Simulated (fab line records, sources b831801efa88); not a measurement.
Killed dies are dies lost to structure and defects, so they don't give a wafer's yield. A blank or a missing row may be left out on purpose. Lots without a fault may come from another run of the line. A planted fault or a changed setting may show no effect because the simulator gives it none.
A struck lot beside a sound one | flow gf180mcu | 18 steps out of a route of 602
Sound: wafers L773.2, L773.3, L773.6. Struck: wafer L784.6. (L784.4 of the same lot was not struck and is left out.) The cause comes at the end.
At each step with rows: each side's tool, then ch and its chambers, then its first start. Under that, the readings that differ: sound wafers | struck wafers | difference of the means | sigmas: that difference in standard deviations of wafers without a fault.
alike: readings whose means differ by less than 2 such deviations, and words and numbers that are the same on both sides. not compared: withheld readings, readings that some wafer has no value for, bounds like >300 that may hide the same value, and numbers for which the record gives no deviation and whose values overlap.
The two part at a step that has a row with sigmas, a row that says differs or no value, or rows on one side only. Numbers that don't overlap but have no deviation are shown without sigmas and don't part them. A reading that every wafer of one side lacks parts them only if that side has two wafers or more.

first, 2 steps without rows for these wafers: GF_CONTACT_PEB_12 (peb time 90 s); GF_CONTACT_DEVELOP_13 (develop time 60 s).
GF_CONTACT_CD_MEAS_14: target cd 220 nm.
  sound on cd_sem-01, day 16 17:55; struck on cd_sem-01, day 21 12:46
  alike: cd_nm
GF_CONTACT_OVL_MEAS_15:
  sound on overlay-01, day 16 18:01; struck on overlay-01, day 21 12:52
  reading          | sound  | struck | difference | sigmas
  CONTACT_OVL (nm) | 3 -3 1 | -15    | -15        | -2
GF_CONTACT_ETCH_16: etches BARC in N2/H2.
  sound on rie_diel-01 ch 0,1,3, day 16 18:03; struck on rie_diel-01 ch 3, day 21 12:55
  alike: drypump_motor_current_A, n2_flow_sccm, oes_product_au, throttle_valve_pct
GF_CONTACT_ETCH_17: etches SiO2 in C4F8/O2/Ar, stops on CoSi2, target depth 860 nm.
  sound on rie_diel-01 ch 0,1,3; struck on rie_diel-01 ch 3
  alike: oes_product_au
GF_CONTACT_STRIP_18: strips in O2/N2.
  sound on plasma_asher-02 ch 0,1, day 16 18:13; struck on plasma_asher-03 ch 1, day 21 13:05
  reading             | sound             | struck | difference | sigmas
  n2_flow_sccm (sccm) | 301.2 300.6 299.8 | 298.6  | -1.9       | -2
  alike: drypump_motor_current_A, heater_power_w, oes_product_au
  not compared: rf_hours_counter_h
then, 3 steps without rows for these wafers: GF_CONTACT_CLEAN_19 (cleans in SPM); GF_CONTACT_CLEAN_20 (cleans in DIW); GF_CONTACT_CLEAN_21 (cleans in dHF, time 20 s).
GF_CONTACT_SPUTTER_22: material Ti, target thk 15 nm, time 80.02 s.
  sound on pvd_sputter-02, day 16 18:31; struck on pvd_sputter-01, day 21 13:22
  alike: throttle_valve_pct
GF_CONTACT_SPUTTER_23: material TiN, target thk 10 nm, time 40 s.
  sound on pvd_sputter-02, day 16 18:35; struck on pvd_sputter-01, day 21 13:25
  alike: throttle_valve_pct
GF_CONTACT_CVD_24: deposits W, target thk 300 nm, time 90.339 s.
  sound on cvd_w-01 ch 0,1, day 16 18:37; struck on cvd_w-01 ch 1, day 21 13:29
  reading                               | sound             | struck | difference | sigmas
  model.W_of_CONTACT_CVD_24.thk_nm (nm) | 307.7 301.9 302.4 | 378.5  | +74.5      |
  alike: chamber_pressure_Torr, heater_power_w
GF_CONTACT_RS_MEAS_25: measures by four-point-probe.
  sound on film_metro-01, day 16 18:44; struck on film_metro-03, day 21 13:37
  reading               | sound             | struck | difference | sigmas
  CONTACT_W_RS (ohm/sq) | 0.373 0.380 0.379 | 0.302  | -0.075     | -18
GF_CONTACT_THK_MEAS_26: measures by xrf.
  sound on film_metro-01, day 16 18:51; struck on film_metro-03, day 21 13:43
  reading            | sound       | struck | difference | sigmas
  CONTACT_W_THK (nm) | 307 300 299 | 381    | +79        | +19
GF_CONTACT_CMP_27: polishes, stops on SiO2, t overpolish 15 s, target thk 0 nm.
  sound on cmp-01 ch 0,2,3, day 16 19:00; struck on cmp-01 ch 3, day 21 13:44
  reading                | sound    | struck | difference | sigmas
  time_to_endpoint_s (s) | 84 78 79 | 96     | +16        | +4
  alike: motor_current_A, slurry_flow_ml_min
then, 1 step without rows for these wafers: GF_M1_SPUTTER_00 (material Ti, target thk 37.5 nm, time 150 s).
GF_PASSIVATION_PROBE_99:
  the record has rows for the sound wafers here (prober-01, day 29 12:51) and none for the struck ones

WHERE THEY PART
First at GF_CONTACT_OVL_MEAS_15; last, within this record, at GF_PASSIVATION_PROBE_99.

WHY: what the simulator had put in
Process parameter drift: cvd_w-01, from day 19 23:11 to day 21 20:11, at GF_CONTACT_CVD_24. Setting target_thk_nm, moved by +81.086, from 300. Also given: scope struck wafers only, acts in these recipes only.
